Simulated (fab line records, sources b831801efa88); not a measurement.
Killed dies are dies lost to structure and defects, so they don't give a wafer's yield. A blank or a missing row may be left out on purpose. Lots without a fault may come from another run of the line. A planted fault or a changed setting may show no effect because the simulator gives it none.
Problem report in the 8D (eight disciplines) form, filled by code | flow sky130 | the parts of the form that need people (team, actions taken, sign-off) are left out

1. THE PROBLEM
LOCAL_INTERCONNECT_TIN_RS at SKY_LOCAL_INTERCONNECT_RS_MEAS_01 reads a mean of 12.32 ohm/sq on 2 wafers of 2 lots; wafers without a fault read 14.08 ohm/sq with a standard deviation of 0.12. That is -15 standard deviations from the usual mean.
The step: measures by four-point-probe.
First seen on wafer L123.2, day 32 03:38, on film_metro-04. The record holds 30 wafers of 10 lots with a number at this step. Rule for "out", or "out of limits": more than 4 standard deviations from the usual mean. The other wafers with a number count as sound.

2. WHAT IT IS AND WHAT IT IS NOT
question                    | is                           | is not
which readings at this step | LOCAL_INTERCONNECT_TIN_RS    | -
which lots                  | L123, L125                   | L129, L130, L131, L132, L134, L136, L137, L138
which wafers of those lots  | L123.2, L125.1               | L123.1, L123.6, L125.4, L125.6
read on which gauges        | film_metro-01, film_metro-04 | film_metro-03
when                        | from day 32 03:38            | up to then (2 sound wafers); but 26 sound wafers of L125, L129, L130, L131, L132, L134, L136, L137, L138 came after

3. SUSPECTS, AND WHAT RULES EACH OUT
Counting: a tool at a process step up to the reading stays a suspect if it ran every lot that is out. Sound lots after the first of them don't rule it out here, since some wafers of a struck lot are sound.
- the gauge at SKY_LOCAL_INTERCONNECT_RS_MEAS_01: ruled out. The wafers that are out were read on 2 gauges (film_metro-01, film_metro-04).
- pvd_sputter-02 at SKY_LOCAL_INTERCONNECT_SPUTTER_00 (material TiN, target thk 100 nm, time 83.3 s): kept. It ran every lot that is out, first L123 (day 32 03:35). Its own readings are out on those wafers: cathode_dc_power_W.
Left after counting: pvd_sputter-02 at SKY_LOCAL_INTERCONNECT_SPUTTER_00.

4. THE CAUSE (what the simulator had put in)
Process parameter drift: pvd_sputter-02, from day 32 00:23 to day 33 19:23, at SKY_LOCAL_INTERCONNECT_SPUTTER_00. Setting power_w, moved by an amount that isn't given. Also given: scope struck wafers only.
Counting left only this tool.

5. THE CHAIN OF EFFECTS, in route order
Each row: a reading whose mean over the struck wafers that have a number lies more than 3 standard deviations from the usual. Only readings for which the record gives a usual standard deviation are gone through. hours: the time from each lot's start at the first step in this table that gives one to its start at this step, as a median over the lots. sigmas: the change in usual standard deviations.
hours | step                                 | reading                    | usual        | on struck wafers | change | sigmas
0     | SKY_LOCAL_INTERCONNECT_SPUTTER_00    | cathode_dc_power_W         | 6500.0 W     | 7428.0           | +928.0 | +99 or more
0     | SKY_LOCAL_INTERCONNECT_RS_MEAS_01    | LOCAL_INTERCONNECT_TIN_RS  | 14.08 ohm/sq | 12.32            | -1.76  | -15
0     | SKY_LOCAL_INTERCONNECT_THK_MEAS_02   | LOCAL_INTERCONNECT_TIN_THK | 101.0 nm     | 115.2            | +14.2  | +16
28    | SKY_LOCAL_INTERCONNECT_METAL_ETCH_14 | oes_product_au             | 0.944 a.u.   | 0.998            | +0.054 | +8.3
28    | SKY_LOCAL_INTERCONNECT_METAL_ETCH_14 | throttle_valve_pct         | 21.900 %     | 21.858           | -0.042 | -4.2
The process steps in it:
- SKY_LOCAL_INTERCONNECT_SPUTTER_00: material TiN, target thk 100 nm, time 83.3 s.
- SKY_LOCAL_INTERCONNECT_METAL_ETCH_14: etches TiN in Cl2/BCl3, stops on PSG, target depth 110 nm, time 31.4 s.

6. WHAT WOULD HAVE CAUGHT IT SOONER
In this record the first reading out of limits at a measuring or inspecting step was taken at day 32 03:38, 3 hours after the fault began at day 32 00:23.
The tool's own readings at SKY_LOCAL_INTERCONNECT_SPUTTER_00 were out on every struck wafer that the step has a row for (cathode_dc_power_W): an alarm limit on them would have fired on the first of those.
Of the lots that are out (2), L125 began SKY_LOCAL_INTERCONNECT_SPUTTER_00 on pvd_sputter-02 after day 32 03:38. A hold on the tool at that time would have spared it.
